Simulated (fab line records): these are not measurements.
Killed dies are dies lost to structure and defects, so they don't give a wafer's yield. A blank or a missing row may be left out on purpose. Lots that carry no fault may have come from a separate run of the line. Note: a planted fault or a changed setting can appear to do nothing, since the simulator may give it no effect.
A struck lot beside a sound one :: flow sky130 :: 19 steps out of a route of 708
Sound: these wafers, L721.1, L721.2, L721.3. Struck: wafers L714.1, L714.2, L714.4. Last of all comes the cause.
Per side, at each step with rows, come the tool, then ch with its chambers, and then its first start. Under that, the readings that differ: sound wafers :: struck wafers :: difference of the means :: sigmas: that difference in standard deviations of wafers without a fault.
alike: readings whose means differ by less than 2 such deviations, and words and numbers that are the same on both sides. not compared: withheld readings, readings that some wafer has no value for, bounds like >300 that may hide the same value, and numbers for which the record gives no deviation and whose values overlap.
Wherever a step has rows on one side only, a row that says differs or no value, or a row with sigmas, the two part there. Numbers that don't overlap but have no deviation are shown without sigmas and don't part them. Lack of a reading on every wafer of one side parts them only where that side has two or more wafers.

SKY_POLY_GATE_CD_MEAS_22:
  sound on cd_sem-01, day 25 02:35; struck on cd_sem-02, day 22 18:48
  alike: cd_nm
then, 7 steps without rows for these wafers: SKY_LDD_N_DEHYDRATE_00 (time 60 s); SKY_LDD_N_HMDS_01 (prime time 60 s); SKY_LDD_N_COAT_02 (resist thk 300 nm); SKY_LDD_N_SOFTBAKE_03 (time 60 s); SKY_LDD_N_EXPOSE_04 (exposes mask NTM, target cd 840 nm); SKY_LDD_N_PEB_05; SKY_LDD_N_DEVELOP_06 (develop time 60 s).
SKY_LDD_N_OVL_MEAS_07:
  sound on overlay-01, day 26 08:00; struck on overlay-01, day 24 00:48
  alike: LDD_N_OVL
then, 3 steps without rows for these wafers: SKY_LDD_N_IMPLANT_08; SKY_LDD_N_IMPLANT_09; SKY_LDD_N_IMPLANT_10.
SKY_LDD_N_IMPLANT_11:
  sound on implanter-01 ch 0, day 26 08:29; struck on implanter-01, day 24 01:17
  no value came back on the struck wafers for beam_energy_keV, beam_on_s (s); on the sound wafers beam_energy_keV reads 20.005 20.017 20.007
then, 4 steps without rows for these wafers: SKY_LDD_N_IMPLANT_12; SKY_LDD_N_IMPLANT_13; SKY_LDD_N_IMPLANT_14; SKY_LDD_N_IMPLANT_15.
SKY_LDD_N_STRIP_16: strips in O2/N2.
  sound on plasma_asher-03 ch 0,1, day 26 09:14; struck on plasma_asher-01 ch 0,1, day 24 02:02
reading: strip_time_to_endpoint_s (s)
sound: 4.345 4.332 4.338
struck: 4.124 4.123 4.129
difference: -0.213
sigmas: -14
  alike: drypump_motor_current_A, oes_product_au
  not compared: rf_hours_counter_h
SKY_LDD_N_TW_MEAS_17:
  sound on film_metro-01, day 26 09:20; struck on film_metro-03, day 24 02:08
reading: LDD_N_TW
sound: 2551 2547 2557
struck: 2464 2456 2450
difference: -95
sigmas: -4

== WHERE THEY PART ==
At SKY_LDD_N_IMPLANT_11 first; at SKY_LDD_N_TW_MEAS_17 last (within this record only).

WHY: what the simulator had put in
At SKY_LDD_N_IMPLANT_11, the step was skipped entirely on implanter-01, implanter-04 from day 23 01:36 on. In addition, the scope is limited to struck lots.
